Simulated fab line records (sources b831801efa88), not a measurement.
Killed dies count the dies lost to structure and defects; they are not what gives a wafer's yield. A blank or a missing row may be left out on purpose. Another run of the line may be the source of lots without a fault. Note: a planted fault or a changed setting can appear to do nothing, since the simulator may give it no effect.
The tool behind it: which one? -- flow sky130 -- 12 lots with 36 wafers sampled at 3 steps, on a route of 708 steps

== WHAT THE GAUGES SHOWED, per wafer ==
SKY_PWDE_OVL_MEAS_07. Usual: PWDE_OVL 0.6 nm, standard deviation 1.6.
lot,measured,on,PWDE_OVL (nm),flag
L559,day 4 01:57,overlay-01,1.4 2.2 1.4,
L560,day 4 03:28,overlay-02,1.5 -0.2 3.0,
L562,day 4 14:37,overlay-01,2.2 2.9 -0.6,
L563,day 4 19:43,overlay-02,-0.8 -0.3 -0.2,
L565,day 5 06:45,overlay-02,-0.8 -1.6 -0.6,
L566,day 5 16:04,overlay-02,-0.4 -0.3 -1.0,
L568,day 5 20:54,overlay-01,2.5 0.9 2.4,
L569,day 6 05:14,overlay-02,0.9 -0.3 -0.7,
L570,day 6 09:22,overlay-01,-0.1 1.5 1.4,
L571,day 6 15:16,overlay-02,4.9 2.8 0.8,
L575,day 7 14:57,overlay-01,3.5 1.1 -0.2,
L577,day 8 02:15,overlay-02,-1.8 -0.7 -2.0,

SKY_LDD_HVN_TW_MEAS_10. Usual: LDD_HVN_TW 1442, standard deviation 7.5.
lot,measured,on,LDD_HVN_TW,flag
L559,day 20 19:05,film metro-03,1434 1444 1437,
L560,day 20 19:29,film metro-01,1439 1437 1440,
L562,day 21 22:23,film metro-04,1435 1429 1434,
L563,day 22 00:48,film metro-01,1430 1440 1435,
L565,day 22 23:26,film metro-01,1446 1446 1443,
L566,day 23 08:58,film metro-04,1446 1449 1451,
L568,day 23 18:08,film metro-03,1439 1438 1440,
L569,day 24 12:00,film metro-03,1440 1440 1435,
L570,day 24 15:55,film metro-01,1434 1435 1436,
L571,day 25 02:47,film metro-04,1453 1458 1453,
L575,day 26 09:05,film metro-01,1489 1491 1489 1489 1501 1486,OFF
L577,day 27 03:59,film metro-03,1513 1504 1508 1514 1502 1506,OFF

== TOOL THAT RAN EACH LOT (tool first, then ch and the chambers of the sampled wafers, then the start) ==
lot,SKY_LDD_HVN_IMPLANT_08
L559,"implanter-02 ch 0, day 20 18:50"
L560,"implanter-02 ch 0, day 20 19:14"
L562,"implanter-01 ch 0, day 21 22:08"
L563,"implanter-03 ch 0, day 22 00:35"
L565,"implanter-03 ch 0, day 22 23:11"
L566,"implanter-02 ch 0, day 23 08:44"
L568,"implanter-01 ch 0, day 23 17:53"
L569,"implanter-02 ch 0, day 24 11:46"
L570,"implanter-03 ch 0, day 24 15:41"
L571,"implanter-03 ch 0, day 25 02:32"
L575,"implanter-03 ch 0, day 26 08:50"
L577,"implanter-03 ch 0, day 27 03:44"
- SKY_LDD_HVN_IMPLANT_08

== WHAT THE TOOLS THEMSELVES READ (means of the sampled wafers that have a number; where no wafer has one, the mark that the record gives instead) ==
SKY_LDD_HVN_IMPLANT_08. Usual: beam energy keV 59.997, standard deviation 0.02.
lot,tool,beam energy keV,flag
L559,implanter-02,59.968,
L560,implanter-02,60.018,
L562,implanter-01,60.002,
L563,implanter-03,60.002,
L565,implanter-03,59.983,
L566,implanter-02,59.991,
L568,implanter-01,59.987,
L569,implanter-02,60.013,
L570,implanter-03,60.007,
L571,implanter-03,60.012,
L575,implanter-03,69.530,OFF
L577,implanter-03,69.513,OFF

== THE ANSWER, worked out from the rows above alone ==
Rule: a lot is off if the mean of its wafers that have a number lies more than 3 standard deviations from the usual mean. Also off: a lot with no number at a reading for which 4 or more lots have one. Where the step has rows for the other lots, those lots are counted as sound. Order of review: gauges by route order, followed by the tools' own readings, for which a lot's mean as printed above is used. The first step at which some lot is off is used, and at that step the reading that is off furthest; a lot without a number counts as furthest.
Off: L575, L577, at SKY_LDD_HVN_TW_MEAS_10 (LDD_HVN_TW).
A tool fits if, at a process step before that reading, it ran every lot that is off, and no sound lot after the first of them. Not tried: the gauges at SKY_LDD_HVN_TW_MEAS_10; whatever is off there is also off at SKY_LDD_HVN_IMPLANT_08, on other tools, and gauge error can't account for it. One fits: implanter-03 at SKY_LDD_HVN_IMPLANT_08. Its last sound lot is L571 (day 25 02:32), its first lot that is off L575 (day 26 08:50): a fault that began between those two fits.
The tool's own readings at SKY_LDD_HVN_IMPLANT_08 bear it out: on the lots that are off they differ by more than 5 times the standard deviation of the sound lots' means. beam energy keV reads 69.522 there against 59.998 on the sound lots.

== WHAT HAD BEEN PUT IN BY THE SIMULATOR ==
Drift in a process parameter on implanter-03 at SKY_LDD_HVN_IMPLANT_08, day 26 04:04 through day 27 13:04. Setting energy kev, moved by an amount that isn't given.
Lots struck among those shown: L575, L577. The same result came from the rule above.
